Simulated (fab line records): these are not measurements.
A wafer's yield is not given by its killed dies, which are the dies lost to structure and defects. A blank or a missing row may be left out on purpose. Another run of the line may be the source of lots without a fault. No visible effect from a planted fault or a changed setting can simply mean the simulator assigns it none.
Chamber matching / flow gf180mcu / 4 sister chambers for GF_V4_CMP_04 on cmp-02
The step polishes SiO2. 14 wafers are shown with their chamber, then 7 later ones without.

== WAFERS WITH THEIR CHAMBER ==
wafer=L528.3; chamber=3; motorCurrentA (A)=10.2; timeToEndpointS (s)=92
wafer=L528.4; chamber=0; motorCurrentA (A)=13.6; timeToEndpointS (s)=85
wafer=L528.5; chamber=2; motorCurrentA (A)=10.0; timeToEndpointS (s)=92
wafer=L529.1; chamber=2; motorCurrentA (A)=9.5; timeToEndpointS (s)=92
wafer=L529.5; chamber=3; motorCurrentA (A)=10.6; timeToEndpointS (s)=95
wafer=L529.6; chamber=0; motorCurrentA (A)=13.3; timeToEndpointS (s)=83
wafer=L536.2; chamber=2; motorCurrentA (A)=9.9; timeToEndpointS (s)=84
wafer=L536.4; chamber=1; motorCurrentA (A)=13.3; timeToEndpointS (s)=76
wafer=L536.6; chamber=3; motorCurrentA (A)=10.0; timeToEndpointS (s)=86
wafer=L548.1; chamber=1; motorCurrentA (A)=13.2; timeToEndpointS (s)=69
wafer=L548.2; chamber=3; motorCurrentA (A)=10.4; timeToEndpointS (s)=82
wafer=L548.5; chamber=2; motorCurrentA (A)=9.6; timeToEndpointS (s)=82
wafer=L549.4; chamber=2; motorCurrentA (A)=9.7; timeToEndpointS (s)=90
wafer=L549.5; chamber=3; motorCurrentA (A)=10.7; timeToEndpointS (s)=94

SIGNATURES (means of the wafers above)
reading=motorCurrentA; chamber 0=13.450; chamber 1=13.250; chamber 2=9.740; chamber 3=10.380; scatter within a chamber=0.235
reading=timeToEndpointS; chamber 0=84.00; chamber 1=72.50; chamber 2=88.00; chamber 3=89.80; scatter within a chamber=4.89
Rule: a wafer lies at a distance from a chamber equal to the root of the sum of squares, over the readings, of (its reading less the chamber's mean, divided by the reading's scatter). The wafer belongs to the nearest chamber; if the next one is less than 2 further off, it can't be placed. How the scatter is found: for the shown wafers, subtract from each reading the mean of its chamber, square and add these, divide the total by (wafers less chambers), then take the root.

== WAFERS WITHOUT THEIR CHAMBER ==
wafer=L549.6; motorCurrentA (A)=13.0; timeToEndpointS (s)=83
wafer=L551.1; motorCurrentA (A)=12.6; timeToEndpointS (s)=71
wafer=L551.3; motorCurrentA (A)=10.9; timeToEndpointS (s)=87
wafer=L551.5; motorCurrentA (A)=10.0; timeToEndpointS (s)=88
wafer=L550.1; motorCurrentA (A)=10.4; timeToEndpointS (s)=81
wafer=L550.3; motorCurrentA (A)=13.2; timeToEndpointS (s)=71
wafer=L550.6; motorCurrentA (A)=13.2; timeToEndpointS (s)=80

== WHICH CHAMBER EACH ONE RAN IN ==
wafer=L549.6; from the rows above=can't be placed: 0 or 1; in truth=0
wafer=L551.1; from the rows above=can't be placed: 1 or 0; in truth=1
wafer=L551.3; from the rows above=3; in truth=3
wafer=L551.5; from the rows above=can't be placed: 2 or 3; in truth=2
wafer=L550.1; from the rows above=can't be placed: 3 or 2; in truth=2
wafer=L550.3; from the rows above=1; in truth=1
wafer=L550.6; from the rows above=can't be placed: 0 or 1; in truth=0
Correctly placed: 2 of 7. Not placeable from these rows: 5 (in 5, the candidates include the true chamber). Placed wrongly: 0.
